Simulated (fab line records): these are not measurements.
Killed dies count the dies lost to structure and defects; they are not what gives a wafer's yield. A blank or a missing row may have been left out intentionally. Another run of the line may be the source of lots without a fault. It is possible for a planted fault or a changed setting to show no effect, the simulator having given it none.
8D (eight disciplines) problem report, filled in by code :: flow gf180mcu :: the parts of the form that need people (team, actions taken, sign-off) are left out

== 1. PROBLEM STATEMENT ==
NSD_RS at GF_PSD_RS_MEAS_14 reads a mean of 42.59 ohm/sq on 6 wafers of 2 lots; wafers without a fault read 46.18 ohm/sq with a standard deviation of 0.11. Measured from the usual mean, that is -33 standard deviations.
The step: measures by four-point-probe.
First observed at day 18 23:48: wafer L305.2, on film metro-01. At this step, 39 wafers from 13 lots have a number in the record. By rule, "out" or "out of limits" means more than 4 standard deviations away from the usual mean. The other wafers with a number count as sound.

== 2. WHAT IT IS, WHAT IT ISN'T ==
question: which readings at this step
is: NSD_RS
is not: -

question: which lots
is: L305, L306
is not: L291, L292, L294, L295, L298, L299, L300, L301, L302, L303, L304

question: which wafers of those lots
is: all that have a number
is not: -

question: read on which gauges
is: film metro-01, film metro-02
is not: film metro-03

question: when
is: from day 18 23:48
is not: up to then (33 sound wafers)

== 3. THE SUSPECTS, EACH WITH WHAT RULES IT OUT ==
Counting: a tool at any process step up to the reading remains a suspect when it ran all the lots that are out and ran no sound lot after the first of those.
- the gauge at GF_PSD_RS_MEAS_14: ruled out. The wafers that are out were read on 2 gauges (film metro-01, film metro-02).
- rtp anneal-02 at GF_PSD_RTA_13 (time 20 s): kept. It ran every lot that is out, first L305 (day 18 23:43), and no sound lot after that; its last sound lot up to then is L304 (day 18 17:29).
Remaining after the count: rtp anneal-02 at GF_PSD_RTA_13.

== 4. THE CAUSE (what the simulator had put in) ==
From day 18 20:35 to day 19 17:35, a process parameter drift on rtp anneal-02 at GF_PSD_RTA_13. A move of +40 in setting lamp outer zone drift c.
The count eliminated every tool but this one.

== 5. THE EFFECT CHAIN, in route order ==
Rows list readings where the struck wafers' mean (over those with a number) sits beyond 3 standard deviations from the usual. Scope: only readings with a usual standard deviation given in the record; hours: median across lots of the time from each lot's start at the first step in this table that gives one to its start at this step; sigmas: change in usual standard deviations.
hours: 0
step: GF_PSD_RS_MEAS_14
reading: NSD_RS
usual: 46.18 ohm/sq
on struck wafers: 42.59
change: -3.59
sigmas: -33

hours: 0
step: GF_PSD_RS_MEAS_15
reading: PSD_RS
usual: 108.63 ohm/sq
on struck wafers: 98.62
change: -10.01
sigmas: -33

== 6. WHAT WOULD HAVE CAUGHT IT SOONER ==
3 hours passed between the start of the fault at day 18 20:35 and the first reading out of limits at a measuring or inspecting step in this record, taken at day 18 23:48.
Of the tool readings at GF_PSD_RTA_13 for which the record gives a usual standard deviation, none was out on any struck wafer, so an alarm limit of 4 standard deviations on them would not have fired.
Among the 2 lots that are out, L306 began GF_PSD_RTA_13 on rtp anneal-02 after day 18 23:48. Putting the tool on hold at that point would have spared it.
